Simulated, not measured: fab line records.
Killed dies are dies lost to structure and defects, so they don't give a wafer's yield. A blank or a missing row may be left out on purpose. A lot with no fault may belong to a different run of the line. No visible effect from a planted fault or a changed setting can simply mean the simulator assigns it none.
Tool commonality check / flow sky130 / Sampled: 11 lots, 33 wafers

## REASON FOR OPENING
2 of 11 lots carry a flag on the reading POLY_GATE_CVD_00_THK at SKY_POLY_GATE_THK_MEAS_01. Fault-free wafers read 180.5 nm, with a standard deviation of 1.4.
Rule: a lot gets a flag if all its wafers with a number sit over 4 standard deviations from that mean, or if no wafer of it has a number. The rest of the lots are taken to be sound.

lot=L469; measured=day 13 19:47; on=filmMetro-03; POLY_GATE_CVD_00_THK (nm), wafer by wafer=180.7 179.7 180.2; flag=
lot=L471; measured=day 14 07:09; on=filmMetro-03; POLY_GATE_CVD_00_THK (nm), wafer by wafer=179.1 181.1 178.2; flag=
lot=L474; measured=day 15 08:59; on=filmMetro-01; POLY_GATE_CVD_00_THK (nm), wafer by wafer=179.5 178.6 180.1; flag=
lot=L475; measured=day 15 19:43; on=filmMetro-02; POLY_GATE_CVD_00_THK (nm), wafer by wafer=149.0 148.9 148.4; flag=FLAGGED
lot=L476; measured=day 16 08:20; on=filmMetro-01; POLY_GATE_CVD_00_THK (nm), wafer by wafer=148.1 147.4 148.0; flag=FLAGGED
lot=L485; measured=day 19 13:07; on=filmMetro-01; POLY_GATE_CVD_00_THK (nm), wafer by wafer=183.8 184.1 184.6; flag=
lot=L487; measured=day 20 15:11; on=filmMetro-02; POLY_GATE_CVD_00_THK (nm), wafer by wafer=180.1 181.1 179.5; flag=
lot=L489; measured=day 20 22:32; on=filmMetro-01; POLY_GATE_CVD_00_THK (nm), wafer by wafer=179.1 181.7 179.4; flag=
lot=L490; measured=day 21 04:33; on=filmMetro-02; POLY_GATE_CVD_00_THK (nm), wafer by wafer=181.1 179.6 181.2; flag=
lot=L491; measured=day 21 14:08; on=filmMetro-02; POLY_GATE_CVD_00_THK (nm), wafer by wafer=177.9 179.6 178.7; flag=
lot=L492; measured=day 22 03:59; on=filmMetro-01; POLY_GATE_CVD_00_THK (nm), wafer by wafer=181.0 179.1 179.4; flag=
The numbers of the flagged lots are 148.3 nm on average: -32.2 nm against the usual, or -23 standard deviations.

## TOOL THAT RAN EACH LOT
The record holds 1 process step before the reading, out of a route of 708 steps. Every cell lists first the tool, next ch and the chambers used by the sampled wafers, and last the start.
lot=L469; flag=; SKY_POLY_GATE_CVD_00=lpcvd-01 ch 0, day 13 18:35
lot=L471; flag=; SKY_POLY_GATE_CVD_00=lpcvd-01 ch 1, day 14 05:56
lot=L474; flag=; SKY_POLY_GATE_CVD_00=lpcvd-01 ch 0, day 15 07:47
lot=L475; flag=FLAGGED; SKY_POLY_GATE_CVD_00=lpcvd-01 ch 0, day 15 18:31
lot=L476; flag=FLAGGED; SKY_POLY_GATE_CVD_00=lpcvd-01 ch 0, day 16 06:32
lot=L485; flag=; SKY_POLY_GATE_CVD_00=lpcvd-01 ch 1, day 19 11:55
lot=L487; flag=; SKY_POLY_GATE_CVD_00=lpcvd-01 ch 0, day 20 13:59
lot=L489; flag=; SKY_POLY_GATE_CVD_00=lpcvd-01 ch 0, day 20 21:19
lot=L490; flag=; SKY_POLY_GATE_CVD_00=lpcvd-01 ch 1, day 21 03:20
lot=L491; flag=; SKY_POLY_GATE_CVD_00=lpcvd-01 ch 0, day 21 12:56
lot=L492; flag=; SKY_POLY_GATE_CVD_00=lpcvd-01 ch 1, day 22 02:47
What is done by these steps:
- SKY_POLY_GATE_CVD_00: deposits poly-Si, target thk 180 nm, time 720 s.
- SKY_POLY_GATE_THK_MEAS_01

## FLAGGED AGAINST TOTAL, ONE TOOL AT A TIME (gauges that did the reading follow at the end)
step=SKY_POLY_GATE_CVD_00; tool=lpcvd-01; lots run=11; flagged=2; share of the flagged lots=all; sound lots run after its first flagged lot=6 (L485,L487,L489,L490,L491,L492)
step=SKY_POLY_GATE_THK_MEAS_01; tool=filmMetro-01; lots run=5; flagged=1; share of the flagged lots=some; sound lots run after its first flagged lot=3 (L485,L489,L492)
step=SKY_POLY_GATE_THK_MEAS_01; tool=filmMetro-02; lots run=4; flagged=1; share of the flagged lots=some; sound lots run after its first flagged lot=3 (L487,L490,L491)
step=SKY_POLY_GATE_THK_MEAS_01; tool=filmMetro-03; lots run=2; flagged=0; share of the flagged lots=none; sound lots run after its first flagged lot=-

## WHAT THE TABLE ALLOWS
Rows of the table that ran each flagged lot: 1, that is lpcvd-01 at SKY_POLY_GATE_CVD_00.
- lpcvd-01 at SKY_POLY_GATE_CVD_00: 2 of its 11 lots flagged. Sound lots followed the first flagged one (L485, L487, L489, L490, L491, L492) on it, something a lasting fault affecting the whole tool could not allow.
Not one row of the table ran every flagged lot while running no sound lot after the first.

## WHAT THE SIMULATOR HAD INSERTED
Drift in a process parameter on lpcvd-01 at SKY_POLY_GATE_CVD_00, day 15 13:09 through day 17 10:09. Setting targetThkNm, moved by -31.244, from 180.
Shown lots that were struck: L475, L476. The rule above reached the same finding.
